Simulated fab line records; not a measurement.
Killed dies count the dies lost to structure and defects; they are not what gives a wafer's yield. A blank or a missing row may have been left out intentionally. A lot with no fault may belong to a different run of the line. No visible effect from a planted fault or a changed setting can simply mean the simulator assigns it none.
fab line records | flow sky130
record lots=12 | wafers=36 | last-day=50
route steps=708 shown DNWELL@44 LDD_P@257 SPACER@305
lots that met no fault: taken from a fault-free run of the same line
start-h: the number of hours between the record's first day and the start of the first shown wafer of the lot | wait-h: time in hours since the lot's previous step | " the same as in the row above | L1.1+2: several wafers, shown together as one row | - no value, or no start was given | * or withheld: withheld | < > ~ a bound
route shown NAME@n: a module of which the file shows steps, and the number in the route of the first | usual: mean and standard deviation over wafers with no fault | same: alike in all rows | chamber/n: place in a boat | sites: the reading at each site | _std_site: the values' standard deviation | _edge_site: outer sites' mean less inner sites' | radius-mm: for every site, how far away it sits from the centre of the wafer | mask NAME#n: copy n | behind: the tool/chamber that last shaped the wafer | hold: the reason the lot was held/the length of the hold in hours/how it ended | device: transistor that didn't switch, given as n, p or np | end of line: the tests these same wafers got at the end of their route | for a step that has no rows: nothing shown but its recipe | killed: dies lost to structure and defects at the first sort, not the wafer's yield | map: per-die view of a wafer (x killed, . not killed, _ where there is no die)
set.NAME: the setting that was run; set.NAME@STEP: the one run at that earlier step | model.NAME: the simulator's own value behind a step, which no gauge read
steps of the route over a sample of lots; a table a step, a row a wafer
services: the hour from which a tool's chamber was out of use, counted from the record's first day as start-h (under 0 if before that day), plus the number of hours and why
## steps
# step SKY_DNWELL_TW_MEAS_09
# usual DNWELL_TW=1106/6.2
lot.wafer | tool          | chamber | start-h | wait-h | DNWELL_TW
L519.1    | film-metro-04 | -       | 59.79   | 0.1    | 1103
L519.4    | "             | -       | "       | "      | 1100
L519.5    | "             | -       | "       | "      | 1103
L520.1    | film-metro-02 | -       | 65.58   | 0.1    | 1107
L520.3    | "             | -       | "       | "      | 1100
L520.4    | "             | -       | "       | "      | 1100
L525.2    | film-metro-02 | -       | 89.95   | 0.1    | 1108
L525.5    | "             | -       | "       | "      | 1112
L525.6    | "             | -       | "       | "      | 1111
L526.2    | film-metro-02 | -       | 93.84   | 0.1    | 1111
L526.3    | "             | -       | "       | "      | 1110
L526.6    | "             | -       | "       | "      | 1106
L527.3    | film-metro-01 | -       | 99.18   | 0.1    | 1109
L527.4    | "             | -       | "       | "      | 1108
L527.6    | "             | -       | "       | "      | 1115
L533.1    | film-metro-02 | -       | 136.24  | 0.1    | 1108
L533.4    | "             | -       | "       | "      | 1109
L533.6    | "             | -       | "       | "      | 1114
L534.1    | film-metro-01 | -       | 141.23  | 0.1    | 1116
L534.3    | "             | -       | "       | "      | 1115
L534.6    | "             | -       | "       | "      | 1121
L536.1    | film-metro-01 | -       | 153.84  | 0.1    | 1100
L536.2    | "             | -       | "       | "      | 1096
L536.6    | "             | -       | "       | "      | 1102
L537.2    | film-metro-01 | -       | 155.59  | 0.1    | 1100
L537.3    | "             | -       | "       | "      | 1100
L537.4    | "             | -       | "       | "      | 1091
L538.1    | film-metro-04 | -       | 159.59  | 0.1    | 1108
L538.3    | "             | -       | "       | "      | 1111
L538.6    | "             | -       | "       | "      | 1109
L539.1    | film-metro-04 | -       | 165.99  | 0.1    | 1103
L539.4    | "             | -       | "       | "      | 1092
L539.5    | "             | -       | "       | "      | 1100
L540.2    | film-metro-04 | -       | 175.75  | 0.1    | 1110
L540.5    | "             | -       | "       | "      | 1109
L540.6    | "             | -       | "       | "      | 1100
# step SKY_LDD_P_COAT_02
# recipe resist=NOVOLAK | spin-rpm=3000 | resist-thk-nm=1140
# usual exhaust-pa=45.2/1 | spin-speed-rpm=2999.9/2.3
lot.wafer | tool           | chamber | start-h | wait-h | exhaust-pa | spin-speed-rpm
L519.1    | litho-track-02 | 0       | 424.89  | 0.1    | 45.1       | 3002.2
L519.4    | "              | 0       | "       | "      | 45.3       | 3001.8
L519.5    | "              | 0       | "       | "      | 45.0       | 3000.0
L520.1    | litho-track-02 | 0       | 437.59  | 0.1    | 44.9       | 3002.2
L520.3    | "              | 0       | "       | "      | 44.8       | 2999.1
L520.4    | "              | 0       | "       | "      | 43.8       | 2997.1
L525.2    | litho-track-02 | 0       | 481.21  | 0.1    | 45.4       | 3271.2
L525.5    | "              | 0       | "       | "      | 46.3       | 3269.7
L525.6    | "              | 0       | "       | "      | 45.7       | 3268.9
L526.2    | litho-track-02 | 0       | 486.86  | 0.1    | 43.9       | 3268.0
L526.3    | "              | 0       | "       | "      | 45.4       | 3269.7
L526.6    | "              | 0       | "       | "      | 45.8       | 3270.2
L527.3    | litho-track-03 | 0       | 498.41  | 0.1    | 46.8       | 3004.0
L527.4    | "              | 0       | "       | "      | 47.5       | 2999.0
L527.6    | "              | 0       | "       | "      | 47.2       | 3002.4
L533.1    | litho-track-03 | 0       | 555.91  | 0.1    | 44.7       | 3000.2
L533.4    | "              | 0       | "       | "      | 44.2       | 3001.1
L533.6    | "              | 0       | "       | "      | 45.4       | 2997.7
L534.1    | litho-track-02 | 0       | 560.99  | 0.1    | 44.5       | 2999.8
L534.3    | "              | 0       | "       | "      | 45.4       | 2998.1
L534.6    | "              | 0       | "       | "      | 45.5       | 3000.6
L536.1    | litho-track-02 | 0       | 579.89  | 0.1    | 44.8       | 3001.9
L536.2    | "              | 0       | "       | "      | 47.0       | 3002.2
L536.6    | "              | 0       | "       | "      | 45.1       | 2999.6
L537.2    | litho-track-04 | 0       | 581.75  | 0.1    | 43.5       | 2997.1
L537.3    | "              | 0       | "       | "      | 44.2       | 2999.3
L537.4    | "              | 0       | "       | "      | 42.5       | 2999.9
L538.1    | litho-track-04 | 0       | 593.07  | 0.1    | 43.9       | 2999.6
L538.3    | "              | 0       | "       | "      | 46.0       | 2999.9
L538.6    | "              | 0       | "       | "      | 44.2       | 2998.7
L539.1    | litho-track-03 | 0       | 600.26  | 0.1    | 45.6       | 2999.4
L539.4    | "              | 0       | "       | "      | 46.3       | 2996.3
L539.5    | "              | 0       | "       | "      | 45.0       | 2999.8
L540.2    | litho-track-03 | 0       | 606.78  | 0.1    | 44.2       | 2996.6
L540.5    | "              | 0       | "       | "      | 44.4       | 3000.1
L540.6    | "              | 0       | "       | "      | 46.1       | 3002.6
# step SKY_LDD_P_STRIP_10
# recipe chemistry=O2/N2 | power-w=1400 | pressure-mtorr=1500 | platen-temp-c=withheld | o2-flow-sccm=3000 | n2-flow-sccm=300 | overash-fraction=0.5
# usual chamber-pressure-mTorr=1500.0/1.3 | drypump-motor-current-A=5.5/0.35 | oes-product-au=0.715/0.0044 | strip-time-to-endpoint-s=14.17/0.048
lot.wafer | tool            | chamber | start-h | wait-h | chamber-pressure-mTorr | drypump-motor-current-A | oes-product-au | rf-hours-counter-h | strip-time-to-endpoint-s
L519.1    | plasma-asher-04 | 0       | 441.18  | 0.1    | 1500.5                 | 5.4                     | 0.715          | 62                 | 14.22
L519.4    | "               | 0       | "       | "      | 1497.0                 | 5.4                     | 0.721          | -                  | 14.16
L519.5    | "               | 1       | "       | "      | 1499.3                 | 4.9                     | 0.716          | -                  | 14.22
L520.1    | plasma-asher-02 | 1       | 453.49  | 0.1    | 1500.5                 | 5.4                     | 0.719          | 76                 | 14.16
L520.3    | "               | 1       | "       | "      | 1499.5                 | 5.4                     | 0.720          | -                  | 14.13
L520.4    | "               | 0       | "       | "      | 1500.1                 | 5.3                     | 0.711          | -                  | 14.17
L525.2    | plasma-asher-01 | 0       | 496.91  | 0.1    | 1500.3                 | 6.1                     | 0.712          | 38                 | 13.54
L525.5    | "               | 1       | "       | "      | 1498.7                 | 5.9                     | 0.708          | -                  | 13.55
L525.6    | "               | 0       | "       | "      | 1500.0                 | 6.1                     | 0.711          | -                  | 13.59
L526.2    | plasma-asher-01 | 1       | 503.06  | 0.1    | 1498.6                 | 5.9                     | 0.724          | 38                 | 13.60
L526.3    | "               | 0       | "       | "      | 1501.4                 | 6.0                     | 0.716          | -                  | 13.59
L526.6    | "               | 1       | "       | "      | 1499.9                 | 5.8                     | 0.721          | -                  | 13.56
L527.3    | plasma-asher-02 | 0       | 513.73  | 0.1    | 1501.4                 | 5.3                     | 0.715          | -                  | 14.17
L527.4    | "               | 1       | "       | "      | 1500.8                 | 5.3                     | 0.720          | -                  | 14.12
L527.6    | "               | 1       | "       | "      | 1500.6                 | 5.4                     | 0.712          | -                  | 14.14
L533.1    | plasma-asher-02 | 0       | 571.10  | 0.1    | 1500.9                 | 5.3                     | 0.713          | 88                 | 14.21
L533.4    | "               | 0       | "       | "      | 1500.0                 | 5.3                     | 0.715          | -                  | 14.26
L533.6    | "               | 0       | "       | "      | 1499.3                 | 5.3                     | 0.710          | -                  | 14.26
L534.1    | plasma-asher-04 | 1       | 575.63  | 0.1    | 1501.3                 | 4.9                     | 0.716          | 76                 | 14.22
L534.3    | "               | 0       | "       | "      | 1501.5                 | 5.5                     | 0.716          | -                  | 14.17
L534.6    | "               | 1       | "       | "      | 1499.7                 | 4.9                     | 0.716          | -                  | 14.22
L536.1    | plasma-asher-04 | 0       | 595.56  | 0.1    | 1498.9                 | 5.5                     | 0.715          | 78                 | 14.22
L536.2    | "               | 1       | "       | "      | 1499.1                 | 4.9                     | 0.714          | 78                 | 14.18
L536.6    | "               | 1       | "       | "      | 1500.1                 | 5.0                     | 0.713          | -                  | 14.15
L537.2    | plasma-asher-04 | 0       | 597.06  | 0.1    | 1500.9                 | 5.4                     | 0.714          | 78                 | 14.21
L537.3    | "               | 1       | "       | "      | 1499.4                 | 5.0                     | 0.715          | -                  | 14.16
L537.4    | "               | 0       | "       | "      | 1499.3                 | 5.4                     | 0.719          | -                  | 14.26
L538.1    | plasma-asher-01 | 1       | 607.33  | 0.1    | 1498.2                 | 5.8                     | 0.723          | 49                 | 14.11
L538.3    | "               | 0       | "       | "      | 1500.7                 | 6.1                     | 0.717          | -                  | 14.15
L538.6    | "               | 1       | "       | "      | 1499.9                 | 5.8                     | 0.713          | -                  | 14.14
L539.1    | plasma-asher-01 | 0       | 615.03  | 0.1    | 1498.0                 | 6.0                     | 0.708          | 49                 | 14.21
L539.4    | "               | 1       | "       | "      | 1500.2                 | 5.8                     | 0.711          | -                  | 14.21
L539.5    | "               | 1       | "       | "      | 1501.3                 | 5.8                     | 0.715          | -                  | 14.19
L540.2    | plasma-asher-02 | 1       | 621.91  | 0.1    | 1500.9                 | 5.4                     | 0.715          | 93                 | 14.24
L540.5    | "               | 1       | "       | "      | 1497.7                 | 5.4                     | 0.707          | -                  | 14.25
L540.6    | "               | 0       | "       | "      | 1499.7                 | 5.3                     | 0.710          | -                  | 14.27
# step SKY_LDD_P_TW_MEAS_11
# usual LDD_P_TW=628/5.4
lot.wafer | tool          | chamber | start-h | wait-h | LDD_P_TW
L519.1    | film-metro-02 | -       | 441.28  | 0.1    | 620
L519.4    | "             | -       | "       | "      | 618
L519.5    | "             | -       | "       | "      | 622
L520.1    | film-metro-02 | -       | 453.59  | 0.1    | 621
L520.3    | "             | -       | "       | "      | 621
L520.4    | "             | -       | "       | "      | 622
L525.2    | film-metro-04 | -       | 497.02  | 0.1    | 636
L525.5    | "             | -       | "       | "      | 632
L525.6    | "             | -       | "       | "      | 633
L526.2    | film-metro-04 | -       | 503.17  | 0.1    | 629
L526.3    | "             | -       | "       | "      | 631
L526.6    | "             | -       | "       | "      | 633
L527.3    | film-metro-04 | -       | 513.81  | 0.1    | 629
L527.4    | "             | -       | "       | "      | 634
L527.6    | "             | -       | "       | "      | 632
L533.1    | film-metro-04 | -       | 571.20  | 0.1    | 630
L533.4    | "             | -       | "       | "      | 630
L533.6    | "             | -       | "       | "      | 631
L534.1    | film-metro-02 | -       | 575.73  | 0.1    | 624
L534.3    | "             | -       | "       | "      | 623
L534.6    | "             | -       | "       | "      | 626
L536.1    | film-metro-02 | -       | 595.66  | 0.1    | 622
L536.2    | "             | -       | "       | "      | 622
L536.6    | "             | -       | "       | "      | 622
L537.2    | film-metro-01 | -       | 597.17  | 0.1    | 634
L537.3    | "             | -       | "       | "      | 632
L537.4    | "             | -       | "       | "      | 633
L538.1    | film-metro-02 | -       | 607.43  | 0.1    | 627
L538.3    | "             | -       | "       | "      | 626
L538.6    | "             | -       | "       | "      | 625
L539.1    | film-metro-01 | -       | 615.13  | 0.1    | 633
L539.4    | "             | -       | "       | "      | 629
L539.5    | "             | -       | "       | "      | 629
L540.2    | film-metro-04 | -       | 622.02  | 0.1    | 636
L540.5    | "             | -       | "       | "      | 629
L540.6    | "             | -       | "       | "      | 634
# step SKY_SPACER_THK_MEAS_01
# recipe reads=Si3N4_of_SPACER_CVD_00
# usual SPACER_CVD_00_THK=43.2/0.55
lot.wafer | tool          | chamber | start-h | wait-h | SPACER_CVD_00_THK[nm]
L519.1    | film-metro-01 | -       | 536.00  | 0.0    | 43.8
L519.4    | "             | -       | "       | "      | 44.3
L519.5    | "             | -       | "       | "      | 43.7
L520.1    | film-metro-01 | -       | 549.03  | 0.0    | 43.5
L520.3    | "             | -       | "       | "      | 43.9
L520.4    | "             | -       | "       | "      | 43.6
L525.2    | film-metro-02 | -       | 589.20  | 0.0    | 43.9
L525.5    | "             | -       | "       | "      | 43.8
L525.6    | "             | -       | "       | "      | 43.8
L526.2    | film-metro-01 | -       | 595.09  | 0.0    | 43.8
L526.3    | "             | -       | "       | "      | 43.4
L526.6    | "             | -       | "       | "      | 43.5
L527.3    | film-metro-01 | -       | 604.64  | 0.0    | 43.3
L527.4    | "             | -       | "       | "      | 43.3
L527.6    | "             | -       | "       | "      | 43.4
L533.1    | film-metro-04 | -       | 661.55  | 0.0    | 42.5
L533.4    | "             | -       | "       | "      | 42.7
L533.6    | "             | -       | "       | "      | 42.7
L534.1    | film-metro-04 | -       | 664.78  | 0.0    | 42.9
L534.3    | "             | -       | "       | "      | 42.5
L534.6    | "             | -       | "       | "      | 42.3
L536.1    | film-metro-02 | -       | 684.81  | 0.0    | 43.1
L536.2    | "             | -       | "       | "      | 43.1
L536.6    | "             | -       | "       | "      | 42.9
L537.2    | film-metro-01 | -       | 687.07  | 0.0    | 42.6
L537.3    | "             | -       | "       | "      | 42.7
L537.4    | "             | -       | "       | "      | 42.9
L538.1    | film-metro-01 | -       | 696.12  | 0.0    | 42.7
L538.3    | "             | -       | "       | "      | 42.9
L538.6    | "             | -       | "       | "      | 42.5
L539.1    | film-metro-01 | -       | 701.68  | 0.0    | 41.8
L539.4    | "             | -       | "       | "      | 41.9
L539.5    | "             | -       | "       | "      | 41.9
L540.2    | film-metro-01 | -       | 709.13  | 0.0    | 42.7
L540.5    | "             | -       | "       | "      | 42.8
L540.6    | "             | -       | "       | "      | 42.8
## services
tool            | chamber | start-h | hours | kind
plasma-asher-04 | -       | 415.36  | 4.1   | repair
plasma-asher-02 | -       | 427.39  | 11.1  | repair
plasma-asher-04 | -       | 612.72  | 2.8   | pm
## key
first-sign step=SKY_LDD_P_COAT_02 | reading=spin-speed-rpm | direction=up | sigmas=99+ | usual=2999.9 | struck=3269.6
effect step=SKY_LDD_P_STRIP_10 | reading=strip-time-to-endpoint-s | direction=down | sigmas=12 | usual=* | struck=*
met-at SKY_LDD_P_COAT_02
struck-lots L525,L526
tester-left-out L525,L526
not-acting-at SKY_DNWELL_TW_MEAS_09,SKY_LDD_P_TW_MEAS_11,SKY_SPACER_THK_MEAS_01
onset-between 437.59 481.21
fault kind=process-parameter-drift | tool=litho-track-02 | chamber=- | onset-h=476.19 | steps=SKY_LDD_P_COAT_02 | channel=spin-rpm | offset=269.8 | shape=step | end-h=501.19 | acts-in=these-recipes-only | stated=3000
# tester-left-out: of these lots the tester's yield and bins aren't shown, on N5 and GAA mostly nor the transistor test; their killed dies are dies lost to structure and defects alone, not to doping, threshold or leakage, so they don't give the yield
